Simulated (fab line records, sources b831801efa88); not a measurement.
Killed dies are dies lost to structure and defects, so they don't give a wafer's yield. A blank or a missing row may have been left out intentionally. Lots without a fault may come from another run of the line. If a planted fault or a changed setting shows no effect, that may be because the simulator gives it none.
2 desks looking at one fault :: flow gf180mcu :: what lay behind the numbers comes last; until then each desk has only its own

AT THE TOOL OWNER'S DESK: pvd sputter-01
The tool's own readings at GF_M4_SPUTTER_02 (material AlCu, target thk 450 nm, time 23.9 s): means of the sampled wafers that have a number, for each lot that ran on this tool. The brackets show how far a lot's mean lies from the usual mean; more than 4 standard deviations puts the lot out of limits, marked OUT.
Columns: A = throttle valve pct at GF_M4_SPUTTER_02, usual 30.3 %
lot: L156
first seen here: day 24 01:39
A: 29.5

lot: L160
first seen here: day 25 06:53
A: 30.0

lot: L163
first seen here: day 26 08:19
A: 29.9

lot: L164
first seen here: day 26 12:44
A: 30.6

lot: L165
first seen here: day 27 02:29
A: 29.8

lot: L172
first seen here: day 28 22:51
A: 30.5

lot: L173
first seen here: day 29 09:29
A: 30.6
This desk's finding: nothing out of limits on any of the 7 lots.

FROM THE METROLOGY DESK
Means of the sampled wafers that have a number, per lot and without regard to the tool the lot ran on: this is what the gauges read. The brackets show how far a lot's mean lies from the usual mean; more than 4 standard deviations puts the lot out of limits, marked OUT.
Columns: A = cd nm at GF_M3_CD_MEAS_14, usual 280.5 nm; B = M4_ALCU_RS at GF_M4_RS_MEAS_05, usual 0.0696 ohm/sq; C = M4_ALCU_THK at GF_M4_THK_MEAS_06, usual 452 nm; D = M4_OVL at GF_M4_OVL_MEAS_15, usual 0 nm
lot: L155
first seen here: day 22 19:40
A: 280.6
B: 0.0685
C: 464
D: 6

lot: L156
first seen here: day 23 00:43
A: 280.0
B: 0.0702
C: 445
D: 2

lot: L158
first seen here: day 23 15:47
A: 279.6
B: 0.0686
C: 456
D: -5

lot: L160
first seen here: day 24 06:10
A: 281.5
B: 0.0697
C: 454
D: 0

lot: L163
first seen here: day 25 08:02
A: 280.8
B: 0.0692
C: 453
D: -3

lot: L164
first seen here: day 25 13:01
A: 280.9
B: 0.0718
C: 438
D: 4

lot: L165
first seen here: day 26 01:50
A: 279.8
B: 0.0706
C: 442
D: 3

lot: L168
first seen here: day 26 20:17
A: 279.6
B: 0.0697
C: 452
D: -4

lot: L171
first seen here: day 27 15:48
A: 280.3
B: 0.0690
C: 457
D: -6

lot: L172
first seen here: day 28 00:20
A: 282.9
B: 0.0623 (-6.6) OUT
C: 505 (+6.3) OUT
D: 2

lot: L173
first seen here: day 28 10:51
A: 280.0
B: 0.0662
C: 473
D: -4

lot: L174
first seen here: day 28 12:23
A: 279.0
B: 0.0695
C: 448
D: 1
This desk's result: L172 out of limits, first on L172 (M4_ALCU_RS at GF_M4_RS_MEAS_05), day 28 22:56. In limits: L155, L156, L158, L160, L163, L164, L165, L168, L171, L173, L174.

ALL TOGETHER
An alarm was possible from the metrology desk at day 28 22:56, on L172.
Nothing out of limits was seen by the tool owner's desk.
The tool owner's desk has L172 on record, within its limits.
On pvd sputter-01, each named lot ran GF_M4_SPUTTER_02.

WHAT HAD BEEN PUT IN BY THE SIMULATOR
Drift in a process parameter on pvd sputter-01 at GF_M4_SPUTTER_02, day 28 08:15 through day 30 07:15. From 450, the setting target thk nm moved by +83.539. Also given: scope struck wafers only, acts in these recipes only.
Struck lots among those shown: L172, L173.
Hours from the fault's start to each desk's first reading out of limits: the metrology desk, 15.
